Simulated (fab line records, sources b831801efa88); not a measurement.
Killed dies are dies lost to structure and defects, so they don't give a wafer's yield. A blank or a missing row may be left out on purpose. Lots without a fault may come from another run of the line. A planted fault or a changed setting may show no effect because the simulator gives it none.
fab line records | flow sky130
record lots=6 wafers=18 last_day=50
route steps=708 shown SONOS_ONO@182 GATE_OXIDE@187
lots that met no fault: from a run of the same line without faults
start_h: hours from the record's first day to the start of the lot's first wafer shown | wait_h: hours since the lot's step before | " the same as in the row above | L1.1+2: a row that stands for several wafers | - no value, or no start given | * or withheld: withheld | < > ~ a bound
route shown NAME@n: a module of which the file shows steps, and the number in the route of the first | usual: mean/standard deviation of fault-free wafers | same: alike in all rows | chamber/n: place in a boat | sites: the reading at each site | _std_site: their standard deviation | _edge_site: outer sites' mean less inner sites' | radius_mm: how far each site lies from the wafer's centre | mask NAME#n: copy n | behind: the tool/chamber that last shaped the wafer | hold: why the lot was held/for how many hours/how that ended | device: the transistor (n, p or np) that didn't switch | end of line: the same wafers' tests at the end of the route | a step without rows: its recipe alone | killed: dies lost to structure and defects at the first sort, not the wafer's yield | map: a wafer's dies, x killed, . not, _ none there
set.NAME: the setting as run; set.NAME@STEP: as run at that earlier step | model.NAME: the simulator's own value behind a step, which no gauge read
lots at some steps of the route; a table a step, a row a wafer
services: from which hour (start_h, from the record's first day; less than 0 if before it) a tool's chamber was out of use, for how many hours, and why
## steps
# step SKY_SONOS_ONO_OVL_MEAS_14
# usual SONOS_ONO_OVL=-0.3/1.1
# columns lot.wafer tool chamber start_h wait_h SONOS_ONO_OVL[nm]
L681.1 overlay-01 - 277.59 0.1 1.8
L681.5 " - " " 1.3
L681.6 " - " " 1.1
L682.2 overlay-02 - 286.03 0.1 -2.9
L682.3 " - " " -1.2
L682.4 " - " " -1.0
L691.1 overlay-01 - 367.65 0.1 -2.6
L691.2 " - " " 0.7
L691.4 " - " " 0.0
L692.1 overlay-02 - 367.90 0.1 -1.0
L692.2 " - " " -1.4
L692.4 " - " " -3.6
L701.2 overlay-02 - 447.44 0.1 0.9
L701.3 " - " " 0.6
L701.4 " - " " 0.2
L703.1 overlay-02 - 454.24 0.1 -1.1
L703.2 " - " " -0.7
L703.5 " - " " 1.3
# step SKY_SONOS_ONO_ETCH_15
# recipe target_depth_nm=19.52 chemistry=CHF3/O2 source_w=600 bias_w=200 pressure_mtorr=40 chf3_flow_sccm=50 O2_flow_sccm=5 time_s=7.8
# usual drypump_motor_current_A=5.8/0.49 oes_product_au=0.997/0.012 throttle_valve_pct=8.824/0.0095
# columns lot.wafer tool chamber start_h wait_h drypump_motor_current_A oes_product_au rf_hours_counter_h throttle_valve_pct
L681.1 rie_diel-03 3 277.62 0.0 5.8 0.977 116 8.812
L681.5 " 1 " " 5.9 1.007 - 8.827
L681.6 " 2 " " 5.7 0.991 - 8.824
L682.2 rie_diel-04 2 286.06 0.0 6.0 1.001 0 8.813
L682.3 " 3 " " 5.8 1.004 2 8.830
L682.4 " 2 " " 6.0 0.997 - 8.824
L691.1 rie_diel-03 0 367.69 0.0 6.1 0.990 12 8.828
L691.2 " 2 " " 5.7 1.007 3 8.814
L691.4 " 0 " " 6.1 0.987 - 8.841
L692.1 rie_diel-02 2 367.94 0.0 5.1 0.976 2 8.809
L692.2 " 3 " " 5.0 0.983 109 8.815
L692.4 " 0 " " 6.7 0.986 2 8.833
L701.2 rie_diel-04 1 447.47 0.0 5.7 1.018 6 8.813
L701.3 " 0 " " 4.9 1.019 3 8.829
L701.4 " 3 " " 5.8 0.996 5 8.804
L703.1 rie_diel-04 1 454.27 0.0 5.6 1.007 6 8.812
L703.2 " 2 " " 6.0 1.001 3 8.826
L703.5 " 2 " " 6.0 1.008 - 8.818
# step SKY_SONOS_ONO_WET_ETCH_16
# recipe chemistry=dHF target_depth_nm=14 dry=n2_spin target=SiO2 dilution=100:1 temp_c=25 time_s=280
# step SKY_SONOS_ONO_STRIP_17
# recipe chemistry=O2/N2 power_w=1400 pressure_mtorr=1500 platen_temp_c=withheld o2_flow_sccm=3000 n2_flow_sccm=300 overash_fraction=0.5
# usual drypump_motor_current_A=5.59/0.23 n2_flow_sccm=300.2/0.88 oes_product_au=0.710/0.0046 strip_time_to_endpoint_s=14.12/0.035
# columns lot.wafer tool chamber start_h wait_h drypump_motor_current_A n2_flow_sccm oes_product_au rf_hours_counter_h strip_time_to_endpoint_s
L681.1 plasma_asher-03 1 277.73 0.0 5.76 301.1 0.710 44 14.12
L681.5 " 1 " " 5.74 300.1 0.711 - 14.09
L681.6 " 0 " " 5.24 300.6 0.710 - 14.14
L682.2 plasma_asher-03 0 286.16 0.0 5.28 298.9 0.710 45 14.12
L682.3 " 1 " " 5.80 300.0 0.712 - 14.16
L682.4 " 0 " " 5.27 301.2 0.710 - 14.11
L691.1 plasma_asher-04 1 367.79 0.0 5.94 301.1 0.718 72 14.15
L691.2 " 0 " " 5.65 299.9 0.703 72 14.11
L691.4 " 1 " " 5.93 302.1 0.711 - 14.12
L692.1 plasma_asher-03 1 368.04 0.0 5.79 300.5 0.709 53 14.13
L692.2 " 0 " " 5.27 299.9 0.708 53 14.13
L692.4 " 0 " " 5.26 300.0 0.702 - 14.14
L701.2 plasma_asher-01 1 447.58 0.0 5.47 301.2 0.714 34 14.08
L701.3 " 1 " " 5.46 298.7 0.722 - 14.11
L701.4 " 0 " " 5.58 300.8 0.705 - 14.11
L703.1 plasma_asher-01 0 454.38 0.0 5.56 299.0 0.711 35 14.13
L703.2 " 1 " " 5.44 300.5 0.704 35 14.10
L703.5 " 1 " " 5.45 299.9 0.713 - 14.12
# step SKY_SONOS_ONO_WET_ETCH_18
# recipe chemistry=H3PO4 target_depth_nm=15 target=Si3N4 temp_c=160 time_s=172
# step SKY_GATE_OXIDE_CLEAN_00
# recipe chemistry=SC1/SC2 mix=1:4:20 temp_c=70 time_s=150 dry=n2_spin
# step SKY_GATE_OXIDE_OXIDATION_01
# recipe temp_c=900 ambient=O2 stabilise_s=600 purge_s=300 target_thk_a=102.68 ox_time_s=1473
# step SKY_GATE_OXIDE_THK_MEAS_02
# recipe reads=SiO2_of_GATE_OXIDE_OXIDATION_01
# usual GATE_OXIDE_OXIDATION_00_THK=10.35/0.23
# columns lot.wafer tool chamber start_h wait_h GATE_OXIDE_OXIDATION_00_THK[nm]
L681.1 film_metro-02 - 279.73 0.0 10.55
L681.5 " - " " 10.58
L681.6 " - " " 10.72
L682.2 film_metro-02 - 288.80 0.0 10.22
L682.3 " - " " 10.23
L682.4 " - " " 10.37
L691.1 film_metro-02 - 370.13 0.0 10.30
L691.2 " - " " 10.25
L691.4 " - " " 10.16
L692.1 film_metro-01 - 370.13 0.0 10.40
L692.2 " - " " 10.31
L692.4 " - " " 10.19
L701.2 film_metro-03 - 449.26 0.0 10.24
L701.3 " - " " 10.49
L701.4 " - " " 10.18
L703.1 film_metro-01 - 456.05 0.0 10.38
L703.2 " - " " 10.37
L703.5 " - " " 10.35
# step SKY_GATE_OXIDE_DEHYDRATE_03
# recipe temp_c=200 time_s=60
# step SKY_GATE_OXIDE_HMDS_04
# recipe prime_time_s=60 prime_temp_c=120
# step SKY_GATE_OXIDE_COAT_05
# recipe resist=NOVOLAK spin_rpm=2936 resist_thk_nm=1140
# step SKY_GATE_OXIDE_SOFTBAKE_06
# recipe temp_c=90 time_s=60 resist=NOVOLAK
# step SKY_GATE_OXIDE_EXPOSE_07
# recipe mask_id=LVOM na=0.6 source_shape=conventional sigma_outer=0.6 polarization=unpolarized target_cd_nm=600 dose_mj=170
# usual exposure_dose_mJ_cm2=170.01/0.16 focus_offset_nm=0.0/0.56 sigma_outer=0.6/0
# columns lot.wafer tool chamber start_h wait_h mask exposure_dose_mJ_cm2 focus_offset_nm sigma_outer
L681.1 iline_stepper-02 0 292.14 - LVOM#0 170.19 0.4 0.6
L681.5 " 0 " " LVOM#0 170.04 0.9 0.6
L681.6 " 0 " " LVOM#0 170.19 0.0 0.6
L682.2 iline_stepper-01 0 301.87 - LVOM#0 169.79 0.0 0.6
L682.3 " 0 " " LVOM#0 169.93 -0.8 0.6
L682.4 " 0 " " LVOM#0 169.94 0.1 0.6
L691.1 iline_stepper-02 - 384.39 - LVOM#0 - - -
L691.2 " - " " LVOM#0 - - -
L691.4 " - " " LVOM#0 - - -
L692.1 iline_stepper-01 - 384.63 - LVOM#0 - - -
L692.2 " - " " LVOM#0 - - -
L692.4 " - " " LVOM#0 - - -
L701.2 iline_stepper-02 0 464.62 - LVOM#0 169.92 0.2 0.6
L701.3 " 0 " " LVOM#0 169.89 -0.7 0.6
L701.4 " 0 " " LVOM#0 169.84 0.1 0.6
L703.1 iline_stepper-02 0 471.13 - LVOM#0 170.00 -0.5 0.6
L703.2 " 0 " " LVOM#0 169.99 0.1 0.6
L703.5 " 0 " " LVOM#0 170.16 -1.0 0.6
# step SKY_GATE_OXIDE_PEB_08
# recipe temp_c=withheld time_s=* resist=NOVOLAK
## services
# columns tool chamber start_h hours kind
rie_diel-02 1 266.79 5.1 repair
rie_diel-02 3 289.65 15.6 repair
rie_diel-02 3 319.69 6.6 repair
rie_diel-02 1 324.06 3.0 repair
rie_diel-02 2 334.76 9.2 repair
rie_diel-03 - 336.02 14.6 pm
plasma_asher-03 - 342.79 1.5 repair
rie_diel-04 - 344.95 2.8 pm
rie_diel-03 - 350.62 2.8 pm
rie_diel-04 0 355.40 3.1 repair
rie_diel-03 3 364.22 3.0 repair
iline_stepper-02 - 364.35 1.7 pm
iline_stepper-01 - 368.02 1.7 pm
iline_stepper-01 - 391.75 2.1 pm
rie_diel-03 3 409.55 6.9 repair
iline_stepper-02 - 409.68 2.7 repair
rie_diel-04 0 411.59 6.0 repair
rie_diel-04 2 419.45 7.6 repair
iline_stepper-01 - 422.34 2.0 repair
rie_diel-03 0 444.40 2.9 repair
rie_diel-04 2 445.03 1.3 repair
plasma_asher-03 - 447.78 2.5 repair
iline_stepper-01 - 448.95 22.1 repair
iline_stepper-01 - 471.06 8.9 pm
## key
first_sign step=SKY_GATE_OXIDE_EXPOSE_07 reading=tool_record direction=missing
effect none on later readings
met_at SKY_GATE_OXIDE_EXPOSE_07
struck_wafers L691.1,L691.2,L691.4,L692.1,L692.2,L692.4
later_rows_left_out L691.1,L691.2,L691.4,L692.1,L692.2,L692.4
sort_left_out L691.1,L691.2,L691.4,L692.1,L692.2,L692.4
tester_left_out L691,L692
onset_between 301.87 384.39
fault kind=skipped_step_whole tool=iline_stepper-01,iline_stepper-02 chamber=- onset_h=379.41 steps=SKY_GATE_OXIDE_EXPOSE_07 scope=struck_lots_only
# tester_left_out: of these lots the tester's yield and bins aren't shown, on N5 and GAA mostly nor the transistor test; their killed dies are dies lost to structure and defects alone, not to doping, threshold or leakage, so they don't give the yield
# sort_left_out: the simulated sort isn't trusted on such a fault, so these wafers' sort isn't shown, and their yield isn't known
# later_rows_left_out: the simulator's readings of these wafers behind a module that went badly wrong aren't trusted and aren't shown, but for the sort
